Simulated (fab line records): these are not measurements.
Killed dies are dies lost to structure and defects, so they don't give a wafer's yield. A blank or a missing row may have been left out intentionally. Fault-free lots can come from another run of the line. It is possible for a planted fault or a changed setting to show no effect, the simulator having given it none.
Chamber matching / flow gf180mcu / 4 sister chambers for GF_V4_ETCH_16 on rie-diel-01
The step etches BARC in N2/H2. 8 wafers are shown with their chamber, then 12 later ones without.

## WAFERS PAIRED WITH THEIR CHAMBERS
wafer=L080.6; chamber=0; drypump-motor-current-A (A)=5.5; throttle-valve-pct (%)=13.233
wafer=L083.4; chamber=0; drypump-motor-current-A (A)=5.5; throttle-valve-pct (%)=13.225
wafer=L083.6; chamber=2; drypump-motor-current-A (A)=4.8; throttle-valve-pct (%)=13.239
wafer=L085.2; chamber=3; drypump-motor-current-A (A)=5.0; throttle-valve-pct (%)=13.219
wafer=L085.4; chamber=2; drypump-motor-current-A (A)=4.8; throttle-valve-pct (%)=13.235
wafer=L086.1; chamber=3; drypump-motor-current-A (A)=5.0; throttle-valve-pct (%)=13.237
wafer=L086.4; chamber=1; drypump-motor-current-A (A)=5.0; throttle-valve-pct (%)=13.206
wafer=L086.6; chamber=1; drypump-motor-current-A (A)=5.1; throttle-valve-pct (%)=13.212

## WAFERS WITH NO CHAMBER GIVEN
wafer=L090.1; drypump-motor-current-A (A)=4.8; throttle-valve-pct (%)=13.220
wafer=L090.2; drypump-motor-current-A (A)=5.6; throttle-valve-pct (%)=13.226
wafer=L090.3; drypump-motor-current-A (A)=5.0; throttle-valve-pct (%)=13.233
wafer=L090.4; drypump-motor-current-A (A)=5.0; throttle-valve-pct (%)=13.218
wafer=L090.5; drypump-motor-current-A (A)=5.0; throttle-valve-pct (%)=13.224
wafer=L090.6; drypump-motor-current-A (A)=5.5; throttle-valve-pct (%)=13.226
wafer=L093.3; drypump-motor-current-A (A)=5.0; throttle-valve-pct (%)=13.221
wafer=L093.5; drypump-motor-current-A (A)=4.8; throttle-valve-pct (%)=13.237
wafer=L093.6; drypump-motor-current-A (A)=5.1; throttle-valve-pct (%)=13.226
wafer=L096.1; drypump-motor-current-A (A)=4.8; throttle-valve-pct (%)=13.229
wafer=L096.2; drypump-motor-current-A (A)=5.0; throttle-valve-pct (%)=13.231
wafer=L096.6; drypump-motor-current-A (A)=5.0; throttle-valve-pct (%)=13.228

## THE CHAMBER EACH PASSED THROUGH
wafer=L090.1; from the rows above=2; in truth=2
wafer=L090.2; from the rows above=0; in truth=0
wafer=L090.3; from the rows above=3; in truth=3
wafer=L090.4; from the rows above=can't be placed: 3 or 1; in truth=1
wafer=L090.5; from the rows above=can't be placed: 3 or 1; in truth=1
wafer=L090.6; from the rows above=0; in truth=0
wafer=L093.3; from the rows above=can't be placed: 3 or 1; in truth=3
wafer=L093.5; from the rows above=2; in truth=2
wafer=L093.6; from the rows above=can't be placed: 1 or 3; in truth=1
wafer=L096.1; from the rows above=2; in truth=2
wafer=L096.2; from the rows above=3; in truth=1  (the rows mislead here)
wafer=L096.6; from the rows above=3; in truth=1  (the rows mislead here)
6 of 12 placed correctly. Can't be placed from these rows: 4 (the true chamber is among the candidates in 4). Number placed wrongly: 2.
How it was worked out, from the rows above alone: a wafer's distance from a chamber is the root of the sum, over the readings, of the square of ((its reading less the chamber's mean) divided by the reading's scatter). If the next closest chamber is less than 2 further off than the closest, the wafer can't be placed; otherwise it belongs to the closest. For every chamber, the mean is computed from those of its wafers that are shown. The scatter: take each reading less its chamber's mean, square it, sum over the shown wafers, divide by the number of wafers less the number of chambers, and take the root.
